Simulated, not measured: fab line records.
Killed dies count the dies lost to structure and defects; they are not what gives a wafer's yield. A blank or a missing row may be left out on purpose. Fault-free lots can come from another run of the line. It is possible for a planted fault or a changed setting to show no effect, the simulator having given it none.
The same fault as seen by 2 desks || flow gf180mcu || each desk has only its own numbers; what lay behind them comes last

== AT THE TOOL OWNER'S DESK: implanter-03 ==
GF_DNWELL_IMPLANT_07, tool's own readings: per-lot mean of the sampled wafers with a number, covering each lot this tool ran. The brackets show how far a lot's mean lies from the usual mean; more than 4 standard deviations puts the lot out of limits, marked OUT.
Columns: A = beam energy keV at GF_DNWELL_IMPLANT_07, usual 1500.0
{"lot": "L890", "first seen here": "day 3 21:50", "A": 1499.5}
{"lot": "L892", "first seen here": "day 4 07:14", "A": 1499.9}
{"lot": "L896", "first seen here": "day 5 04:57", "A": 1499.9}
{"lot": "L897", "first seen here": "day 5 10:01", "A": 1500.2}
{"lot": "L905", "first seen here": "day 7 05:15", "A": 1500.5}
{"lot": "L906", "first seen here": "day 7 10:44", "A": 1499.5}
{"lot": "L907", "first seen here": "day 7 16:19", "A": 1499.0}
This desk's finding: nothing out of limits on any of the 7 lots.

== AT THE METROLOGY DESK ==
Means of the sampled wafers that have a number, per lot and without regard to the tool the lot ran on: this is what the gauges read. The brackets show how far a lot's mean lies from the usual mean; more than 4 standard deviations puts the lot out of limits, marked OUT.
Columns: A = DNWELL_TW at GF_DNWELL_TW_MEAS_09, usual 1347; B = POLY_GATE_OXIDATION_THK at GF_POLY_GATE_THK_MEAS_17, usual 3.98 nm; C = HV_LDD_3_TW at GF_HV_LDD_TW_MEAS_38, usual 1443; D = SALICIDE_TIN_THK at GF_SALICIDE_THK_MEAS_05, usual 19.83 nm
{"lot": "L886", "first seen here": "day 3 00:49", "A": 1356, "B": 3.95, "C": 1443, "D": 19.88}
{"lot": "L887", "first seen here": "day 3 04:26", "A": 1352, "B": 3.91, "C": 1444, "D": 19.81}
{"lot": "L888", "first seen here": "day 3 10:52", "A": 1331, "B": 3.96, "C": 1446, "D": 19.79}
{"lot": "L890", "first seen here": "day 3 22:04", "A": 1361, "B": 3.94, "C": 1431, "D": 19.66}
{"lot": "L891", "first seen here": "day 4 03:43", "A": 1341, "B": 3.97, "C": 1452, "D": 19.61}
{"lot": "L892", "first seen here": "day 4 07:29", "A": 1331, "B": 3.93, "C": 1436, "D": 19.62}
{"lot": "L895", "first seen here": "day 5 01:13", "A": 1357, "B": 3.95, "C": 1443, "D": 19.98}
{"lot": "L896", "first seen here": "day 5 05:11", "A": 1355, "B": 3.97, "C": 1441, "D": 19.61}
{"lot": "L897", "first seen here": "day 5 10:16", "A": 1338, "B": 4.07, "C": 1446, "D": 20.23}
{"lot": "L898", "first seen here": "day 5 20:44", "A": 1351, "B": 3.89, "C": 1449, "D": 20.24}
{"lot": "L905", "first seen here": "day 7 05:29", "A": "1245 (-11) OUT", "B": 4.09, "C": 1438, "D": 19.88}
{"lot": "L906", "first seen here": "day 7 10:59", "A": "1250 (-10) OUT", "B": 3.93, "C": 1441, "D": 20.18}
{"lot": "L907", "first seen here": "day 7 16:32", "A": "1248 (-10) OUT", "B": 3.93, "C": 1445, "D": 19.52}
{"lot": "L908", "first seen here": "day 7 22:25", "A": 1341, "B": 3.94, "C": 1444, "D": 20.06}
Finding of this desk: L905, L906, L907 out of limits, first seen on L905 at day 7 05:29 (DNWELL_TW at GF_DNWELL_TW_MEAS_09). In limits: L886, L887, L888, L890, L891, L892, L895, L896, L897, L898, L908.

== ALL TOGETHER ==
Metrology desk: alarm possible at day 7 05:29 on L905, L906, L907.
Nothing out of limits was seen by the tool owner's desk.
On record at the tool owner's desk: L905, L906, L907, within its limits.
Every lot named ran GF_DNWELL_IMPLANT_07 on implanter-03.

== WHAT HAD BEEN PUT IN BY THE SIMULATOR ==
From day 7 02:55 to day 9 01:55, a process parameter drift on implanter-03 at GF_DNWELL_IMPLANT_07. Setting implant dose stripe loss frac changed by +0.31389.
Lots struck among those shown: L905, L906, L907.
Delay in hours, fault start to first out-of-limits reading, per desk: metrology desk 3.
